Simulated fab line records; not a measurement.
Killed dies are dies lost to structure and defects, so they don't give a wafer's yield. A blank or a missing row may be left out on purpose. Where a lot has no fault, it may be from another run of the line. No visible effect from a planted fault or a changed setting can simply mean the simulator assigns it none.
Problem report, 8D (eight disciplines) form, completed by code :: flow sky130 :: the parts of the form that need people (team, actions taken, sign-off) are left out

1. THE PROBLEM
At SKY_GATE_OXIDE_OXIDATION_16, tube-center-temp-C averages 820 C over 6 wafers from 2 lots, while fault-free wafers read 800 C, standard deviation 0.067. That is +99 or more standard deviations from the usual mean.
The step: stabilise 600 s, purge 300 s, target thk 3.57 nm.
The first sign was on wafer L198.1 at day 17 16:31, on furnace-01. At this step, 39 wafers from 13 lots have a number in the record. Rule for "out", or "out of limits": more than 4 standard deviations from the usual mean. The other wafers with a number count as sound.

2. WHAT THIS IS AND IS NOT
question: which readings at this step
is: tube-center-temp-C, spike-tc-bottom-C, spike-tc-centre-C, spike-tc-lower-C, spike-tc-top-C, spike-tc-upper-C, tube_center_temp_C_max, zone-power-bottom-pct, zone-power-lower-pct
is not: -

question: which lots
is: L198, L199
is not: L190, L191, L192, L193, L194, L196, L203, L205, L207, L210, L211

question: which wafers of those lots
is: all that have a number
is not: -

question: read on which tools
is: furnace-01
is not: furnace-02

question: when
is: from day 17 16:31
is not: up to then (18 sound wafers); but 15 sound wafers of L203, L205, L207, L210, L211 came after

3. SUSPECTS, AND WHAT RULES EACH OUT
Counting: a tool at a process step up to the reading stays a suspect if it ran every lot that is out and no sound lot after the first of them.
- furnace-01 at SKY_GATE_OXIDE_OXIDATION_16 (stabilise 600 s, purge 300 s, target thk 3.57 nm): ruled out as a lasting fault. After its first lot that is out, L198 (day 17 16:31), sound lots L210 ran on it.
Left after counting: nothing in the record.

4. THE CAUSE (what the simulator had put in)
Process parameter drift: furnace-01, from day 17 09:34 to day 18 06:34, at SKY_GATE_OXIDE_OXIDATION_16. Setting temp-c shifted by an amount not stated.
Counting ruled it out, wrongly.

5. THE EFFECT CHAIN, in route order
One row per reading whose mean, taken over the struck wafers that have a number, lies over 3 standard deviations from the usual. Only readings whose record carries a usual standard deviation are examined. hours: median over the lots of the time between each lot's start at the first step of this table that gives one and its start at this step. sigmas: the change, counted in usual standard deviations.
hours: 0
step: SKY_GATE_OXIDE_OXIDATION_16
reading: spike-tc-bottom-C
usual: 820.1 C
on struck wafers: 838.8
change: +18.7
sigmas: +9.4

hours: 0
step: SKY_GATE_OXIDE_OXIDATION_16
reading: spike-tc-centre-C
usual: 799.1 C
on struck wafers: 818.9
change: +19.8
sigmas: +22

hours: 0
step: SKY_GATE_OXIDE_OXIDATION_16
reading: spike-tc-lower-C
usual: 798.9 C
on struck wafers: 818.9
change: +20.0
sigmas: +20

hours: 0
step: SKY_GATE_OXIDE_OXIDATION_16
reading: spike-tc-top-C
usual: 816.5 C
on struck wafers: 839.2
change: +22.7
sigmas: +8.1

hours: 0
step: SKY_GATE_OXIDE_OXIDATION_16
reading: spike-tc-upper-C
usual: 800.7 C
on struck wafers: 819.3
change: +18.6
sigmas: +12

hours: 0
step: SKY_GATE_OXIDE_OXIDATION_16
reading: tube-center-temp-C
usual: 800 C
on struck wafers: 820
change: +20
sigmas: +99 or more

hours: 0
step: SKY_GATE_OXIDE_OXIDATION_16
reading: tube_center_temp_C_max
usual: 802.1
on struck wafers: 822.5
change: +20.4
sigmas: +58

hours: 0
step: SKY_GATE_OXIDE_OXIDATION_16
reading: zone-power-bottom-pct
usual: 24.0 %
on struck wafers: 25.7
change: +1.7
sigmas: +5.0

hours: 0
step: SKY_GATE_OXIDE_OXIDATION_16
reading: zone-power-lower-pct
usual: 17.05 %
on struck wafers: 18.11
change: +1.06
sigmas: +5.3
Its process steps:
- SKY_GATE_OXIDE_OXIDATION_16: stabilise 600 s, purge 300 s, target thk 3.57 nm.

6. WHAT WOULD HAVE CAUGHT IT SOONER
The fault began at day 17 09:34; the first out-of-limits reading in this record came at day 17 16:31, 7 hours later.
